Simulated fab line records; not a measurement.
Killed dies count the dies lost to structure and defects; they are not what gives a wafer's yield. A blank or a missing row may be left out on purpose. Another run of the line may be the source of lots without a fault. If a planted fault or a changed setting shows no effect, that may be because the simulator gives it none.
The tool behind it: which one? | flow sky130 | 13 lots with 39 wafers sampled at 5 steps, on a route of 708 steps

WHAT EACH GAUGE READ, for each wafer
SKY_CAPM_THK_MEAS_01. Usual: for CAPM_CVD_00_THK the level is 15.44 nm and the standard deviation is 0.2.
lot  | measured     | on            | CAPM_CVD_00_THK (nm)                | flag
L861 | day 36 04:26 | film metro-01 | 15.42 15.46 15.34                   |
L863 | day 36 17:25 | film metro-02 | 15.04 15.23 15.60                   |
L865 | day 37 11:49 | film metro-02 | 15.56 15.26 15.79                   |
L867 | day 38 01:41 | film metro-02 | 15.20 15.27 15.53                   |
L868 | day 38 15:24 | film metro-01 | 30.69 30.91 31.14 30.60 30.89 31.09 | OFF
L869 | day 38 19:41 | film metro-01 | 15.40 15.62 15.39                   |
L870 | day 39 11:56 | film metro-03 | 15.70 15.78 15.66                   |
L872 | day 40 04:02 | film metro-03 | 15.44 15.38 15.58                   |
L876 | day 41 06:02 | film metro-02 | 30.31 30.69 31.03 30.33 30.69 31.03 | OFF
L877 | day 41 09:19 | film metro-02 | 31.07 30.92 31.31 31.03 30.91 31.32 | OFF
L882 | day 42 13:20 | film metro-02 | 15.28 15.57 15.56                   |
L883 | day 42 17:38 | film metro-03 | 15.41 15.46 15.58                   |
L884 | day 43 04:26 | film metro-01 | 15.44 16.06 15.77                   |

SKY_CAPM_OVL_MEAS_12. Usual: for CAPM_OVL the level is 1.5 nm and the standard deviation is 1.5.
lot  | measured     | on         | CAPM_OVL (nm)  | flag
L861 | day 37 06:05 | overlay-02 | 3.5 -0.3 1.2   |
L863 | day 37 19:17 | overlay-02 | 2.0 2.0 1.2    |
L865 | day 38 13:26 | overlay-02 | -0.1 1.6 2.1   |
L867 | day 39 01:52 | overlay-01 | 2.4 3.6 2.9    |
L869 | day 39 20:21 | overlay-01 | 3.9 2.8 3.4    |
L870 | day 40 10:05 | overlay-01 | 1.0 2.0 0.9    |
L872 | day 41 04:13 | overlay-02 | -0.9 0.6 0.8   |
L882 | day 43 12:17 | overlay-02 | -0.2 -1.0 -0.8 |
L883 | day 43 15:45 | overlay-02 | 2.6 0.9 2.4    |
L884 | day 44 03:11 | overlay-01 | 1.7 0.6 2.7    |

WHICH TOOL RAN EACH LOT (tool, then ch and the chambers of the sampled wafers, then the start)
lot  | SKY_VIA2_ETCH_15                   | SKY_METAL3_SPUTTER_04        | SKY_CAPM_CVD_00
L861 | rie diel-04 ch 0,1,2, day 36 02:55 | pvd sputter-01, day 36 04:22 | pecvd-02 ch 0,1,2, day 36 04:25
L863 | rie diel-02 ch 0,2,3, day 36 15:50 | pvd sputter-01, day 36 17:21 | pecvd-01 ch 0,2, day 36 17:24
L865 | rie diel-02 ch 0,1, day 37 10:17   | pvd sputter-03, day 37 11:44 | pecvd-01 ch 0,1,2, day 37 11:47
L867 | rie diel-04 ch 0,2, day 38 00:08   | pvd sputter-01, day 38 01:37 | pecvd-01 ch 1,2, day 38 01:40
L868 | rie diel-01 ch 0,2, day 38 13:38   | pvd sputter-01, day 38 15:08 | pecvd-04 ch 0,1, day 38 15:00
L869 | rie diel-04 ch 0,2, day 38 18:10   | pvd sputter-03, day 38 19:36 | pecvd-01 ch 0,1,2, day 38 19:39
L870 | rie diel-02 ch 1,2, day 39 09:58   | pvd sputter-01, day 39 11:50 | pecvd-01 ch 0,1,2, day 39 11:54
L872 | rie diel-02 ch 0,1, day 39 23:17   | pvd sputter-03, day 40 03:58 | pecvd-04 ch 0,1,2, day 40 04:01
L876 | rie diel-04 ch 0,1,3, day 41 04:20 | pvd sputter-01, day 41 05:46 | pecvd-01 ch 0,1,2, day 41 05:49
L877 | rie diel-01 ch 0,2, day 41 07:37   | pvd sputter-03, day 41 09:04 | pecvd-04 ch 0,1,2, day 41 09:00
L882 | rie diel-01 ch 0,1,2, day 42 11:32 | pvd sputter-01, day 42 13:16 | pecvd-02 ch 0,1,2, day 42 13:19
L883 | rie diel-02 ch 0,1,2, day 42 16:07 | pvd sputter-02, day 42 17:33 | pecvd-04 ch 0,1, day 42 17:36
L884 | rie diel-04 ch 1,2,3, day 43 02:53 | pvd sputter-03, day 43 04:22 | pecvd-04 ch 0,1,2, day 43 04:25
- SKY_VIA2_ETCH_15: etches SiO2 in C4F8/O2/Ar, stops on TiN, target depth 546 nm, time 84 s.
- SKY_METAL3_SPUTTER_04: material TiN, target thk 70 nm, time 58.3 s.
- SKY_CAPM_CVD_00: deposits SiO2, target thk 15.5 nm.

WHAT THE TOOLS THEMSELVES READ (means of the sampled wafers that have a number; where no wafer has one, the mark that the record gives instead)
SKY_VIA2_ETCH_15. Usual: bias w 1200 W, standard deviation 3.4; oes product au 0.940 a.u., standard deviation 0.0048.
lot  | tool        | bias w (W) | oes product au (a.u.) | flag
L861 | rie diel-04 | 1201       | 0.939                 |
L863 | rie diel-02 | 1198       | 0.937                 |
L865 | rie diel-02 | 1202       | 0.935                 |
L867 | rie diel-04 | 1200       | 0.938                 |
L868 | rie diel-01 | 1198       | 0.942                 |
L869 | rie diel-04 | 1199       | 0.940                 |
L870 | rie diel-02 | 1199       | 0.937                 |
L872 | rie diel-02 | 1194       | 0.940                 |
L876 | rie diel-04 | 1202       | 0.939                 |
L877 | rie diel-01 | 1201       | 0.941                 |
L882 | rie diel-01 | 1200       | 0.938                 |
L883 | rie diel-02 | 1202       | 0.943                 |
L884 | rie diel-04 | 1200       | 0.934                 |

SKY_METAL3_SPUTTER_04. Usual: throttle valve pct 29.9 %, standard deviation 1.1.
lot  | tool           | throttle valve pct (%) | flag
L861 | pvd sputter-01 | 29.3                   |
L863 | pvd sputter-01 | 30.3                   |
L865 | pvd sputter-03 | 31.1                   |
L867 | pvd sputter-01 | 30.0                   |
L868 | pvd sputter-01 | 29.9                   |
L869 | pvd sputter-03 | 29.9                   |
L870 | pvd sputter-01 | 30.7                   |
L872 | pvd sputter-03 | 29.0                   |
L876 | pvd sputter-01 | 30.0                   |
L877 | pvd sputter-03 | 28.0                   |
L882 | pvd sputter-01 | 29.7                   |
L883 | pvd sputter-02 | 29.6                   |
L884 | pvd sputter-03 | 30.4                   |

SKY_CAPM_CVD_00. Usual: heater power w 734 W, standard deviation 100.
lot  | tool     | heater power w (W) | flag
L861 | pecvd-02 | 769                |
L863 | pecvd-01 | 652                |
L865 | pecvd-01 | 701                |
L867 | pecvd-01 | 678                |
L868 | pecvd-04 | 680                |
L869 | pecvd-01 | 662                |
L870 | pecvd-01 | 707                |
L872 | pecvd-04 | 740                |
L876 | pecvd-01 | 692                |
L877 | pecvd-04 | 752                |
L882 | pecvd-02 | 747                |
L883 | pecvd-04 | 615                |
L884 | pecvd-04 | 733                |

THE ANSWER, worked out from the rows above alone
Rule: a lot is off if the mean of its wafers that have a number lies more than 3 standard deviations from the usual mean. Also off: a lot with no number at a reading for which 4 or more lots have one. All remaining lots with rows at the step are treated as sound. First the gauges in route order, then the tools' own readings, where a lot's mean is used as printed above. The first step at which some lot is off is used, and at that step the reading that is off furthest; a lot without a number counts as furthest.
Off: L868, L876, L877, seen at SKY_CAPM_THK_MEAS_01 (CAPM_CVD_00_THK).
If a tool, at a process step before that reading, ran all the lots that are off and no sound lot after the first of them, it fits. The gauges at SKY_CAPM_THK_MEAS_01 are tried like those tools. No candidate that was tried fits.

WHAT THE SIMULATOR PUT IN
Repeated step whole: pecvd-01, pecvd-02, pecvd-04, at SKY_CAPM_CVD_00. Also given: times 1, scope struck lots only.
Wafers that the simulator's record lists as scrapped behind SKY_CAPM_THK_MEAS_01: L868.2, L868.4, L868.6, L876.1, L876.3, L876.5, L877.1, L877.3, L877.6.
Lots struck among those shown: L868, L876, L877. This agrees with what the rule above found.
